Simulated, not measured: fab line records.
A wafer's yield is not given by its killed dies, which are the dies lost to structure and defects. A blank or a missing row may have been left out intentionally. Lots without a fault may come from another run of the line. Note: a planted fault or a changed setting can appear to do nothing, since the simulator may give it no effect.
One fault through the eyes of 2 desks | flow sfq-line | each desk holds nothing but its own numbers, with what lay behind them at the end

DESK OF THE TOOL OWNER: rie-diel-03
The tool's own readings at SFQ_TRILAYER_L0_VIA_BARC_OPEN_VIA_ETCH_021 (etches BARC in O2, target depth 125 nm, time 41.7 s): means of the sampled wafers that have a number, for each lot that ran on this tool. Any lot whose mean is over 4 standard deviations away from the usual mean is out of limits and marked OUT; that distance is given in the brackets.
Columns: A = drypump-motor-current-A at SFQ_TRILAYER_L0_VIA_BARC_OPEN_VIA_ETCH_021, usual 5.6 A; B = oes-product-au at SFQ_TRILAYER_L0_VIA_BARC_OPEN_VIA_ETCH_021, usual 0.686 a.u.; C = run-length-s at SFQ_TRILAYER_L0_VIA_BARC_OPEN_VIA_ETCH_021, usual 70.1 s
lot  | first seen here | A   | B                | C
L317 | day 7 00:22     | 5.6 | 0.685            | 69.8
L329 | day 9 20:14     | 5.3 | 0.691            | 70.0
L330 | day 9 21:26     | 5.4 | 0.688            | 70.0
L332 | day 11 13:02    | 5.4 | 0.685            | 70.4
L339 | day 13 20:01    | 5.6 | 0.716 (+6.4) OUT | 67.8 (-4.7) OUT
L340 | day 14 09:13    | 5.3 | 0.722 (+7.7) OUT | 67.8 (-4.7) OUT
This desk's finding: out of limits on L339, L340; first on L339, day 13 20:01 (oes-product-au at SFQ_TRILAYER_L0_VIA_BARC_OPEN_VIA_ETCH_021). L317, L329, L330, L332 stayed within limits.

AT THE METROLOGY DESK
Lot by lot, what the gauges showed, no matter which tool ran the lot: averages of those sampled wafers that carry a number. Any lot whose mean is over 4 standard deviations away from the usual mean is out of limits and marked OUT; that distance is given in the brackets.
Columns: A = M8_BOW at SFQ_M8_BOW_MEAS_951, usual 9 um
lot  | first seen here | A
L317 | day 82 09:23    | 1
L318 | day 83 23:57    | 0
L319 | day 84 02:25    | 23
L323 | day 89 14:13    | 6
L324 | day 89 16:37    | -7
L325 | day 89 17:50    | 19
L328 | day 90 02:14    | 17
L329 | day 90 05:50    | 9
L330 | day 90 07:01    | 11
L332 | day 91 11:20    | 19
L333 | day 91 12:45    | -2
L334 | day 91 15:08    | 18
L339 | day 91 22:20    | 17
L340 | day 91 23:22    | 1
Finding of this desk: none of the 14 lots has anything out of limits.

BROUGHT TOGETHER
The tool owner's desk could have raised an alarm at day 13 20:01, on L339, L340.
At the metrology desk, nothing out of limits was observed.
The metrology desk has L339, L340 on record, within its limits.
The lots listed all ran SFQ_TRILAYER_L0_VIA_BARC_OPEN_VIA_ETCH_021 on rie-diel-03.

WHAT THE SIMULATOR HAD PUT IN
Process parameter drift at SFQ_TRILAYER_L0_VIA_BARC_OPEN_VIA_ETCH_021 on rie-diel-03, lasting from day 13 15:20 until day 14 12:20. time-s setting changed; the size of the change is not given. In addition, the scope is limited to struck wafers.
Lots struck among those shown: L339, L340.
Each desk's first reading out of limits, in hours after the fault started: the tool owner's desk, 5.
